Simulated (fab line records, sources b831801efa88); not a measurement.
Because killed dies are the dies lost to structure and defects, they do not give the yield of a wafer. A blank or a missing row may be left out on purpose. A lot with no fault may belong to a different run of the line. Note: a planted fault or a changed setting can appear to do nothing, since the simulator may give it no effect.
2 desks looking at one fault :: flow gf180mcu :: each desk holds nothing but its own numbers, with what lay behind them at the end

TOOL OWNER'S DESK, cvd-w-02
The tool's own readings at GF_V2_CVD_23 (deposits W, target thk 350 nm, time 104.94 s): means of the sampled wafers that have a number, for each lot that ran on this tool. If a lot's mean is further than 4 standard deviations from the usual mean, the lot is out of limits and carries the mark OUT (the distance appears in the brackets).
Columns: A = heater-power-outer-w at GF_V2_CVD_23, usual 514 W; B = heater-power-w at GF_V2_CVD_23, usual 810 W
lot: L689
first seen here: day 20 17:47
A: 504
B: 802

lot: L696
first seen here: day 23 08:09
A: 515
B: 798

lot: L705
first seen here: day 26 07:01
A: 512
B: 787

lot: L708
first seen here: day 27 02:43
A: 514
B: 806
This desk found nothing out of limits on any of the 4 lots.

AT THE METROLOGY DESK
What the gauges read for every lot (on any tool): the sampled wafers with a number, averaged. If a lot's mean is further than 4 standard deviations from the usual mean, the lot is out of limits and carries the mark OUT (the distance appears in the brackets).
Columns: A = cd-nm at GF_V2_CD_MEAS_14, usual 259.9 nm; B = V2_OVL at GF_V2_OVL_MEAS_15, usual 4 nm; C = V2_W_RS at GF_V2_RS_MEAS_24, usual 0.326 ohm/sq
lot: L689
first seen here: day 20 16:51
A: 258.1
B: 1
C: 0.327

lot: L690
first seen here: day 21 07:41
A: 258.7
B: 9
C: 0.328

lot: L696
first seen here: day 23 07:14
A: 259.8
B: -1
C: 0.328

lot: L705
first seen here: day 26 06:05
A: 259.0
B: 4
C: 0.329

lot: L707
first seen here: day 26 17:28
A: 260.6
B: 1
C: 0.328

lot: L708
first seen here: day 27 01:44
A: 259.4
B: -0
C: 0.323
This desk found nothing out of limits on any of the 6 lots.

ALL TOGETHER
The desk of the tool owner found nothing out of limits.
Metrology desk: nothing out of limits seen.

WHAT THE SIMULATOR HAD INSERTED
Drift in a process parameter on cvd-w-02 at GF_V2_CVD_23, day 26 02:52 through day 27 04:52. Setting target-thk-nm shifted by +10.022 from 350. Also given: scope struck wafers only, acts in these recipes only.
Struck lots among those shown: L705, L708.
